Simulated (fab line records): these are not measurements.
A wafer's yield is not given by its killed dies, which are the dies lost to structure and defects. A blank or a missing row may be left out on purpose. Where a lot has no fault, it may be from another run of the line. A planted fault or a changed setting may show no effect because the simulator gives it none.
A struck lot beside a sound one	flow gf180mcu	16 steps out of a route of 602
Sound: these wafers, L405.3, L405.4, L405.5. Wafers struck: L404.2, L404.4, L404.5. The cause comes at the end.
At each step with rows: each side's tool, then ch and its chambers, then its first start. Under that, the readings that differ: sound wafers	struck wafers	difference of the means	sigmas: that difference in standard deviations of wafers without a fault.
alike: readings whose means differ by less than 2 such deviations, and words and numbers that are the same on both sides. not compared: withheld readings, readings that some wafer has no value for, bounds like >300 that may hide the same value, and numbers for which the record gives no deviation and whose values overlap.
The two part at a step that has a row with sigmas, a row that says differs or no value, or rows on one side only. When numbers do not overlap yet have no deviation, they are printed without sigmas and do not part them. Lack of a reading on every wafer of one side parts them only where that side has two or more wafers.

GF_CONTACT_BOW_MEAS_05:
  sound: filmMetro-01 at day 20 12:50; struck: filmMetro-03 at day 20 04:26
  alike: CONTACT_BOW
then, 4 steps without rows for these wafers: GF_CONTACT_DEHYDRATE_06 (time 60 s); GF_CONTACT_HMDS_07 (prime time 60 s); GF_CONTACT_COAT_08; GF_CONTACT_COAT_09 (resist thk 1000 nm).
GF_CONTACT_SOFTBAKE_10: time 61.55 s.
  sound: lithoTrack-02 ch 0; struck: lithoTrack-03 ch 0
  alike: plateSensorTCentreC, plateSensorTEdgeC, softbakeTempC
then, 3 steps without rows for these wafers: GF_CONTACT_EXPOSE_11 (exposes mask Contact, target cd 220 nm); GF_CONTACT_PEB_12 (peb time 90 s); GF_CONTACT_DEVELOP_13 (develop time 60 s).
GF_CONTACT_CD_MEAS_14: the cd target is 220 nm.
  sound: cdSem-01 at day 21 12:51; struck: cdSem-02 at day 21 04:17
  alike: cdNm
GF_CONTACT_OVL_MEAS_15:
  sound: overlay-02 at day 21 12:56; struck: overlay-01 at day 21 04:23
  alike: CONTACT_OVL
GF_CONTACT_ETCH_16: etches BARC in N2/H2.
  sound on rieDiel-03 ch 0,1, day 21 12:58; struck on rieDiel-03 ch 0,1,2, day 21 04:25
  alike: biasW, chamberPressureMTorr, drypumpMotorCurrentA, h2FlowSccm, oesProductAu, throttleValvePct
GF_CONTACT_ETCH_17: etches SiO2 in C4F8/O2/Ar, stops on CoSi2, target depth 860 nm.
  sound on rieDiel-03 ch 0,1, day 21 13:00; struck on rieDiel-03 ch 0,1,2, day 21 04:00
  no value came back on the struck wafers for biasW (W), chamberPressureMTorr (mTorr), oesProductAu (a.u.); on the sound wafers biasW (W) reads 1197 1198 1201
GF_CONTACT_STRIP_18: strips in O2/N2.
  sound on plasmaAsher-04 ch 0,1, day 21 13:10; struck on plasmaAsher-02 ch 1, day 21 04:35
reading	sound	struck	difference	sigmas
heaterPowerW (W)	322 292 292	365 368 362	+63	+3
oesProductAu (a.u.)	0.573 0.589 0.572	0.672 0.664 0.665	+0.089	+17
  alike: drypumpMotorCurrentA
  not compared: rfHoursCounterH
then, 1 step without rows for these wafers: GF_CONTACT_CLEAN_19 (cleans in SPM).
-- the record jumps here: 12 days lie between the struck wafers' starts before and after (it left off in module CONTACT and takes up again in module PASSIVATION, whose first step shown is number 602 of the route) --
GF_PASSIVATION_PROBE_99:
  rows exist in the record for the struck wafers here (prober-02, day 32 22:02), but not for the sound ones

WHERE THEY PART
Last at GF_PASSIVATION_PROBE_99 as far as this record goes, first at GF_CONTACT_ETCH_17.

WHY: what the simulator had put in
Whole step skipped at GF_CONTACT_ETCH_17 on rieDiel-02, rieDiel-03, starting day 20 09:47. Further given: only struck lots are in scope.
